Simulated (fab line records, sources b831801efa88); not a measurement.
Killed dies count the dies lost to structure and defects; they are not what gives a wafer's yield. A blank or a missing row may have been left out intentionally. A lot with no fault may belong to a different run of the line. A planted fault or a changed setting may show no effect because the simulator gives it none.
Which tool is to blame? || flow sky130 || Sampling: 24 lots, 72 wafers, 2 of 708 route steps

## WHAT THE GAUGES READ, wafer by wafer
SKY_VT_ADJUST_PCH_TW_MEAS_10.
{"lot": "L074", "measured": "day 10 07:14", "on": "filmMetro-01", "VT_ADJUST_PCH_TW": "141.0 141.0 141.9"}
{"lot": "L075", "measured": "day 10 16:57", "on": "filmMetro-01", "VT_ADJUST_PCH_TW": "141.9 141.7 142.2"}
{"lot": "L076", "measured": "day 10 23:37", "on": "filmMetro-01", "VT_ADJUST_PCH_TW": "142.2 141.7 141.4"}
{"lot": "L077", "measured": "day 11 09:35", "on": "filmMetro-03", "VT_ADJUST_PCH_TW": "143.5 142.0 142.8"}
{"lot": "L078", "measured": "day 11 18:08", "on": "filmMetro-03", "VT_ADJUST_PCH_TW": "143.2 142.8 142.9"}
{"lot": "L079", "measured": "day 12 01:01", "on": "filmMetro-03", "VT_ADJUST_PCH_TW": "142.7 143.3 142.8"}
{"lot": "L080", "measured": "day 12 02:48", "on": "filmMetro-04", "VT_ADJUST_PCH_TW": "144.2 142.9 143.2"}
{"lot": "L081", "measured": "day 12 11:21", "on": "filmMetro-04", "VT_ADJUST_PCH_TW": "143.5 143.3 142.8"}
{"lot": "L082", "measured": "day 13 07:57", "on": "filmMetro-03", "VT_ADJUST_PCH_TW": "141.8 142.9 142.2"}
{"lot": "L084", "measured": "day 13 16:05", "on": "filmMetro-03", "VT_ADJUST_PCH_TW": "142.4 142.9 142.7"}
{"lot": "L083", "measured": "day 13 17:43", "on": "filmMetro-03", "VT_ADJUST_PCH_TW": "143.4 142.6 143.1"}
{"lot": "L085", "measured": "day 14 04:01", "on": "filmMetro-03", "VT_ADJUST_PCH_TW": "142.8 142.5 142.0"}
{"lot": "L086", "measured": "day 14 07:50", "on": "filmMetro-03", "VT_ADJUST_PCH_TW": "142.3 141.8 142.3"}
{"lot": "L087", "measured": "day 14 13:16", "on": "filmMetro-04", "VT_ADJUST_PCH_TW": "143.4 144.0 143.5"}
{"lot": "L088", "measured": "day 14 20:55", "on": "filmMetro-01", "VT_ADJUST_PCH_TW": "141.8 141.9 141.7"}
{"lot": "L089", "measured": "day 14 23:47", "on": "filmMetro-04", "VT_ADJUST_PCH_TW": "143.1 143.9 143.1"}
{"lot": "L090", "measured": "day 15 12:14", "on": "filmMetro-03", "VT_ADJUST_PCH_TW": "142.6 142.4 142.3"}
{"lot": "L091", "measured": "day 15 16:53", "on": "filmMetro-04", "VT_ADJUST_PCH_TW": "143.6 142.5 143.6"}
{"lot": "L092", "measured": "day 16 03:46", "on": "filmMetro-04", "VT_ADJUST_PCH_TW": "144.4 143.5 144.4"}
{"lot": "L094", "measured": "day 16 17:22", "on": "filmMetro-03", "VT_ADJUST_PCH_TW": "142.0 142.5 143.1"}
{"lot": "L095", "measured": "day 16 22:04", "on": "filmMetro-01", "VT_ADJUST_PCH_TW": "141.5 141.8 141.1"}
{"lot": "L093", "measured": "day 17 00:24", "on": "filmMetro-03", "VT_ADJUST_PCH_TW": "142.3 142.6 143.1"}
{"lot": "L096", "measured": "day 17 07:52", "on": "filmMetro-03", "VT_ADJUST_PCH_TW": "142.2 142.5 141.9"}
{"lot": "L097", "measured": "day 17 16:09", "on": "filmMetro-01", "VT_ADJUST_PCH_TW": "142.4 142.0 141.8"}

SKY_SONOS_ONO_THK_MEAS_01.
{"lot": "L074", "measured": "day 11 07:38", "on": "filmMetro-03", "SONOS_ONO_OXIDATION_THK (nm)": "2.54 2.54 2.56"}
{"lot": "L075", "measured": "day 11 18:36", "on": "filmMetro-02", "SONOS_ONO_OXIDATION_THK (nm)": "2.62 2.71 2.63"}
{"lot": "L076", "measured": "day 12 01:36", "on": "filmMetro-04", "SONOS_ONO_OXIDATION_THK (nm)": "2.61 2.64 2.54"}
{"lot": "L077", "measured": "day 12 11:51", "on": "filmMetro-04", "SONOS_ONO_OXIDATION_THK (nm)": "2.60 2.56 2.53"}
{"lot": "L078", "measured": "day 12 20:32", "on": "filmMetro-03", "SONOS_ONO_OXIDATION_THK (nm)": "2.60 2.57 2.61"}
{"lot": "L079", "measured": "day 13 04:53", "on": "filmMetro-04", "SONOS_ONO_OXIDATION_THK (nm)": "2.54 2.53 2.56"}
{"lot": "L080", "measured": "day 13 06:13", "on": "filmMetro-04", "SONOS_ONO_OXIDATION_THK (nm)": "2.50 2.59 2.50"}
{"lot": "L081", "measured": "day 13 15:45", "on": "filmMetro-02", "SONOS_ONO_OXIDATION_THK (nm)": "2.60 2.62 2.61"}
{"lot": "L082", "measured": "day 14 12:57", "on": "filmMetro-04", "SONOS_ONO_OXIDATION_THK (nm)": "2.56 2.53 2.54"}
{"lot": "L084", "measured": "day 14 20:11", "on": "filmMetro-04", "SONOS_ONO_OXIDATION_THK (nm)": "2.62 2.67 2.59"}
{"lot": "L083", "measured": "day 14 21:32", "on": "filmMetro-02", "SONOS_ONO_OXIDATION_THK (nm)": "2.57 2.54 2.57"}
{"lot": "L085", "measured": "day 15 07:43", "on": "filmMetro-04", "SONOS_ONO_OXIDATION_THK (nm)": "2.67 2.69 2.69"}
{"lot": "L086", "measured": "day 15 13:02", "on": "filmMetro-03", "SONOS_ONO_OXIDATION_THK (nm)": "2.56 2.52 2.60"}
{"lot": "L087", "measured": "day 15 18:35", "on": "filmMetro-04", "SONOS_ONO_OXIDATION_THK (nm)": "2.58 2.60 2.60"}
{"lot": "L088", "measured": "day 16 02:40", "on": "filmMetro-04", "SONOS_ONO_OXIDATION_THK (nm)": "2.54 2.58 2.57"}
{"lot": "L089", "measured": "day 16 05:55", "on": "filmMetro-02", "SONOS_ONO_OXIDATION_THK (nm)": "2.53 2.54 2.51"}
{"lot": "L090", "measured": "day 16 18:18", "on": "filmMetro-02", "SONOS_ONO_OXIDATION_THK (nm)": "2.52 2.51 2.51"}
{"lot": "L091", "measured": "day 16 22:41", "on": "filmMetro-04", "SONOS_ONO_OXIDATION_THK (nm)": "2.61 2.51 2.52"}
{"lot": "L092", "measured": "day 17 11:05", "on": "filmMetro-04", "SONOS_ONO_OXIDATION_THK (nm)": "2.52 2.66 2.61"}
{"lot": "L094", "measured": "day 18 01:29", "on": "filmMetro-04", "SONOS_ONO_OXIDATION_THK (nm)": "2.59 2.56 2.56"}
{"lot": "L095", "measured": "day 18 07:15", "on": "filmMetro-02", "SONOS_ONO_OXIDATION_THK (nm)": "2.62 2.66 2.58"}
{"lot": "L093", "measured": "day 18 08:36", "on": "filmMetro-04", "SONOS_ONO_OXIDATION_THK (nm)": "2.61 2.61 2.59"}
{"lot": "L096", "measured": "day 18 17:14", "on": "filmMetro-03", "SONOS_ONO_OXIDATION_THK (nm)": "2.72 2.72 2.67"}
{"lot": "L097", "measured": "day 19 01:35", "on": "filmMetro-03", "SONOS_ONO_OXIDATION_THK (nm)": "2.60 2.58 2.56"}

## WHICH TOOL RAN EACH LOT (tool, then ch and the chambers of the sampled wafers, then the start)
The record shows no process step preceding these readings.

## AS READ BY THE TOOLS THEMSELVES (means over the sampled wafers that have a number; for cases with no such wafer, the mark the record gives instead)
The record holds no such reading with a usual standard deviation.

## THE ANSWER, worked out from the rows above alone
Rule: the lots themselves supply what counts as usual. Put in order of their means at a reading, lots are off if they are a third of the lots or fewer, leave a main group of 4 or more, and stand apart from it by a gap of 3 or more times the standard deviation of the main group's means; of several such gaps the widest counts. A main group whose means are all the same, to the digits that the tables above print for the reading, isn't used. A lot without any number at a reading at which 4 lots or more have one is off too. The other lots that the step has rows for count as sound. The gauges are gone through in route order, then the tools' own readings, and for those a lot's mean is taken as printed above. At the first step where some lot is off, the reading lying furthest off is the one used; lots without a number count as furthest.
No lot is off at any reading shown: from this, nothing can be told.

## WHAT HAD BEEN PUT IN BY THE SIMULATOR
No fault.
